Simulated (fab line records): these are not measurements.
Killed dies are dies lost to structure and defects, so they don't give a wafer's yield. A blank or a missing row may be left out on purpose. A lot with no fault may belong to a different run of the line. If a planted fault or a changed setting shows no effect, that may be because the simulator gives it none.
Which tool is to blame? | flow gf180mcu | 7 lots, 21 wafers sampled, at 1 step of a route of 602

WHAT EACH GAUGE READ, for each wafer
GF_STI_THK_MEAS_02.
lot  | measured    | on           | STI_OXIDATION_THK (nm)
L272 | day 1 22:58 | filmMetro-03 | 9.88 9.92 10.06
L274 | day 2 05:53 | filmMetro-04 | 10.04 10.25 10.16
L276 | day 2 13:27 | filmMetro-03 | 10.00 10.14 10.06
L279 | day 3 03:32 | filmMetro-04 | 10.27 10.18 10.27
L283 | day 3 23:31 | filmMetro-04 | 9.95 10.29 10.19
L291 | day 5 15:31 | filmMetro-03 | 9.72 9.66 9.89
L293 | day 6 01:41 | filmMetro-03 | 9.76 9.78 9.79

WHICH TOOL RAN EACH LOT (tool, then ch and the chambers of the sampled wafers, then the start)
The record shows no process step preceding these readings.

THE ANSWER, worked out from the rows above alone
Rule: usual is defined by the lots themselves. Put in order of their means at a reading, lots are off if they are a third of the lots or fewer, leave a main group of 4 or more, and stand apart from it by a gap of 3 or more times the standard deviation of the main group's means; of several such gaps the widest counts. The tables above print the reading to a certain number of digits; a main group whose means all agree to those digits is not used. A lot without any number at a reading at which 4 lots or more have one is off too. The other lots that the step has rows for count as sound.
None of the lots is off at any reading shown; this tells nothing.

WHAT WAS PUT IN BY THE SIMULATOR
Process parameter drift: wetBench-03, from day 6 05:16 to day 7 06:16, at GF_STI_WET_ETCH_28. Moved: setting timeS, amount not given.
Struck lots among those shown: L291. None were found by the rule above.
